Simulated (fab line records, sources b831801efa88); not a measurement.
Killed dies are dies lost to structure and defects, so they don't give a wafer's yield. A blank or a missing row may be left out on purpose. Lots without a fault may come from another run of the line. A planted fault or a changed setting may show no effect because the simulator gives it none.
Problem report in the 8D (eight disciplines) form, filled by code | flow gf180mcu | the parts of the form that need people (team, actions taken, sign-off) are left out

1. THE PROBLEM
heater_power_total_W at GF_HV_LDD_SOFTBAKE_03 reads a mean of 54.30 W on 9 wafers of 3 lots; wafers without a fault read 56.60 W with a standard deviation of 0.048. That is -48 standard deviations from the usual mean.
The step: time 60 s.
First seen on wafer L341.3, day 13 10:46, on litho_track-04. The record holds 45 wafers of 15 lots with a number at this step. Rule for "out", or "out of limits": more than 4 standard deviations from the usual mean. The other wafers with a number count as sound.

2. WHAT IT IS AND WHAT IT IS NOT
question                    | is                                 | is not
which readings at this step | heater_power_total_W, plate_temp_C | -
which lots                  | L341, L342, L343                   | L328, L330, L331, L332, L333, L334, L335, L337, L338, L340, L347, L348
which wafers of those lots  | all that have a number             | -
read on which tools         | litho_track-04                     | litho_track-02, litho_track-03
when                        | from day 13 10:46                  | up to then (30 sound wafers); but 6 sound wafers of L347, L348 came after

3. SUSPECTS, AND WHAT RULES EACH OUT
Counting: a tool at a process step up to the reading stays a suspect if it ran every lot that is out and no sound lot after the first of them.
- litho_track-04 at GF_HV_LDD_SOFTBAKE_03 (time 60 s): kept. It ran every lot that is out, first L341 (day 13 10:46), and no sound lot after that; its last sound lot up to then is L340 (day 13 04:13). Its own readings are out on those wafers: heater_power_total_W, plate_temp_C.
Left after counting: litho_track-04 at GF_HV_LDD_SOFTBAKE_03.

4. THE CAUSE (what the simulator had put in)
Process parameter drift: litho_track-04, from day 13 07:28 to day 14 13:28, at GF_HV_LDD_SOFTBAKE_03. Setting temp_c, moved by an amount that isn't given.
Counting left only this tool.

5. THE CHAIN OF EFFECTS, in route order
Each row: a reading whose mean over the struck wafers that have a number lies more than 3 standard deviations from the usual. Only readings for which the record gives a usual standard deviation are gone through. hours: the time from each lot's start at the first step in this table that gives one to its start at this step, as a median over the lots. sigmas: the change in usual standard deviations.
hours | step                  | reading              | usual   | on struck wafers | change | sigmas
0     | GF_HV_LDD_SOFTBAKE_03 | heater_power_total_W | 56.60 W | 54.30            | -2.30  | -48
0     | GF_HV_LDD_SOFTBAKE_03 | plate_temp_C         | 89.99 C | 87.36            | -2.63  | -19
The process steps in it:
- GF_HV_LDD_SOFTBAKE_03: time 60 s.
Later measuring or inspecting steps at which every struck wafer that the step has a row for has a number for every such reading, and none has moved that far: GF_HV_LDD_CD_MEAS_19.

6. WHAT WOULD HAVE CAUGHT IT SOONER
In this record the first reading out of limits was taken at day 13 10:46, 3 hours after the fault began at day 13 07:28.
